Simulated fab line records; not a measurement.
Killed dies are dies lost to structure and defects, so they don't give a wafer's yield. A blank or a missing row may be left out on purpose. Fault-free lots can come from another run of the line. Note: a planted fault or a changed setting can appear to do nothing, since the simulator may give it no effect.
Which of the tools did it?    flow sky130    14 lots, 42 wafers sampled, at 5 steps of a route of 708

WHAT THE GAUGES SHOWED, per wafer
SKY_FIELD_ISO_THK_MEAS_02. Usual: FIELD_ISO_OXIDATION_00_THK typically reads 11.93 nm, with standard deviation 0.26.
lot   measured     on            FIELD_ISO_OXIDATION_00_THK (nm)  flag
L817  day 1 16:59  filmMetro-04  12.46 12.44 12.51                
L818  day 1 21:38  filmMetro-04  11.90 12.02 12.16                
L820  day 2 08:21  filmMetro-02  12.14 12.44 12.11                
L821  day 2 15:10  filmMetro-01  11.74 11.50 11.50                
L822  day 2 19:34  filmMetro-02  11.73 12.03 12.26                
L823  day 2 23:32  filmMetro-01  12.02 11.94 11.63                
L824  day 3 05:40  filmMetro-02  12.38 12.43 12.44                
L825  day 3 08:58  filmMetro-01  11.50 11.75 11.85                
L826  day 3 14:34  filmMetro-01  12.23 12.06 12.15                
L827  day 3 18:46  filmMetro-02  11.85 11.82 12.02                
L830  day 4 09:38  filmMetro-04  12.26 12.04 12.20                
L831  day 4 15:41  filmMetro-01  11.97 12.19 12.07                
L833  day 5 01:30  filmMetro-02  11.76 11.59 11.77                
L839  day 6 08:10  filmMetro-04  11.56 11.83 11.62                

SKY_NWELL_THK_MEAS_02. Usual: NWELL_OXIDATION_THK typically reads 9.88 nm, with standard deviation 0.17.
lot   measured     on            NWELL_OXIDATION_THK (nm)  flag
L817  day 2 20:59  filmMetro-02  10.23 10.18 10.22         
L818  day 3 03:47  filmMetro-03  9.77 9.71 9.80            
L820  day 3 12:59  filmMetro-02  10.02 10.30 9.95          
L821  day 3 17:15  filmMetro-01  9.76 9.67 9.73            
L822  day 3 21:24  filmMetro-01  10.23 9.96 10.16          
L823  day 4 00:23  filmMetro-01  10.03 10.10 9.92          
L824  day 4 11:02  filmMetro-03  9.78 9.62 9.90            
L825  day 4 12:25  filmMetro-02  9.58 9.82 9.81            
L826  day 4 18:17  filmMetro-03  10.16 10.18 10.16         
L827  day 4 22:09  filmMetro-01  9.69 9.45 9.58            
L830  day 5 14:00  filmMetro-01  9.72 9.82 9.77            
L831  day 5 19:26  filmMetro-03  10.05 9.86 9.81           
L833  day 6 13:13  filmMetro-03  9.60 9.75 9.56            
L839  day 7 20:32  filmMetro-01  9.86 9.89 9.89            

SKY_DNWELL_TW_MEAS_09. Usual: DNWELL_TW typically reads 1118, with standard deviation 5.2.
lot   measured     on            DNWELL_TW       flag
L817  day 3 13:08  filmMetro-03  1120 1113 1113  
L818  day 3 20:06  filmMetro-01  1123 1116 1112  
L820  day 4 05:26  filmMetro-01  1126 1123 1132  
L821  day 4 09:35  filmMetro-03  1110 1112 1111  
L822  day 4 14:22  filmMetro-01  1121 1122 1119  
L823  day 4 17:17  filmMetro-02  1117 1124 1117  
L824  day 5 04:50  filmMetro-02  1112 1113 1109  
L825  day 5 05:41  filmMetro-03  1115 1119 1112  
L826  day 5 12:49  filmMetro-03  1112 1115 1108  
L827  day 5 15:31  filmMetro-01  1119 1115 1116  
L830  day 6 07:55  filmMetro-02  30 30 30        OFF
L831  day 6 14:25  filmMetro-01  30 30 30        OFF
L833  day 7 08:22  filmMetro-02  1122 1119 1116  
L839  day 8 18:08  filmMetro-01  1119 1117 1115  

SKY_VT_ADJUST_HVTP_TW_MEAS_11. Usual: VT_ADJUST_HVTP_TW typically reads 1346, with standard deviation 15.
lot   measured      on            VT_ADJUST_HVTP_TW  flag
L817  day 6 13:20   filmMetro-04  1316 1323 1326     
L818  day 6 19:40   filmMetro-01  1363 1356 1360     
L820  day 7 06:52   filmMetro-03  1362 1356 1358     
L821  day 7 12:11   filmMetro-03  1353 1355 1355     
L822  day 7 17:10   filmMetro-01  1354 1359 1355     
L823  day 7 21:09   filmMetro-03  1356 1355 1360     
L824  day 8 11:18   filmMetro-04  1327 1323 1327     
L825  day 8 12:19   filmMetro-04  1328 1332 1326     
L826  day 8 19:54   filmMetro-04  1325 1320 1330     
L827  day 8 22:25   filmMetro-03  1361 1356 1353     
L830  day 9 18:57   filmMetro-04  1330 1331 1330     
L831  day 10 00:34  filmMetro-03  1356 1355 1360     
L833  day 10 22:34  filmMetro-01  1355 1347 1355     
L839  day 12 14:13  filmMetro-01  1348 1359 1361     

WHAT TOOL EACH LOT RAN ON (gives the tool, then ch and the chambers of the sampled wafers, and finally the start)
lot   SKY_DNWELL_EXPOSE_04
L817  ilineStepper-01 ch 0, day 3 04:51
L818  ilineStepper-01 ch 0, day 3 12:19
L820  ilineStepper-01 ch 0, day 3 20:58
L821  ilineStepper-01 ch 0, day 4 01:19
L822  ilineStepper-02 ch 0, day 4 06:14
L823  ilineStepper-01 ch 0, day 4 09:14
L824  ilineStepper-02 ch 0, day 4 20:01
L825  ilineStepper-01 ch 0, day 4 21:05
L826  ilineStepper-01 ch 0, day 5 03:28
L827  ilineStepper-02 ch 0, day 5 06:27
L830  ilineStepper-01, day 5 23:17
L831  ilineStepper-02, day 6 04:40
L833  ilineStepper-02 ch 0, day 6 22:37
L839  ilineStepper-02 ch 0, day 8 06:58
- SKY_DNWELL_EXPOSE_04: exposes mask DNM, target cd 3000 nm.

WHAT THE TOOLS THEMSELVES READ (means of the sampled wafers that have a number; where no wafer has one, the mark that the record gives instead)
SKY_DNWELL_EXPOSE_04. Usual: exposureDoseMJCm2 221.98, standard deviation 0.21; focusOffsetNm 0.1 nm, standard deviation 0.56.
lot   tool             exposureDoseMJCm2  focusOffsetNm (nm)  flag
L817  ilineStepper-01  222.32             0.2                 
L818  ilineStepper-01  222.05             0.3                 
L820  ilineStepper-01  222.16             0.3                 
L821  ilineStepper-01  222.22             0.6                 
L822  ilineStepper-02  222.01             -0.6                
L823  ilineStepper-01  221.92             -0.6                
L824  ilineStepper-02  222.01             -0.2                
L825  ilineStepper-01  221.74             0.5                 
L826  ilineStepper-01  222.08             0.2                 
L827  ilineStepper-02  221.89             -0.5                
L830  ilineStepper-01  -                  -                   OFF
L831  ilineStepper-02  -                  -                   OFF
L833  ilineStepper-02  222.00             0.6                 
L839  ilineStepper-02  221.83             -0.4                

THE ANSWER, worked out from the rows above alone
Rule: a lot is off if the mean of its wafers that have a number lies more than 3 standard deviations from the usual mean. Also off: a lot with no number at a reading for which 4 or more lots have one. All remaining lots with rows at the step are treated as sound. Order of review: gauges by route order, followed by the tools' own readings, for which a lot's mean as printed above is used. The first step at which some lot is off is used, and at that step the reading that is off furthest; a lot without a number counts as furthest.
Off: at SKY_DNWELL_TW_MEAS_09 (DNWELL_TW), L830, L831.
A tool fits if, at a process step before that reading, it ran every lot that is off, and no sound lot after the first of them. Not tried: the gauges at SKY_DNWELL_TW_MEAS_09; whatever is off there is also off at SKY_DNWELL_EXPOSE_04, on other tools, and gauge error can't account for it. Not one of the candidates tried fits.

WHAT THE SIMULATOR PUT IN
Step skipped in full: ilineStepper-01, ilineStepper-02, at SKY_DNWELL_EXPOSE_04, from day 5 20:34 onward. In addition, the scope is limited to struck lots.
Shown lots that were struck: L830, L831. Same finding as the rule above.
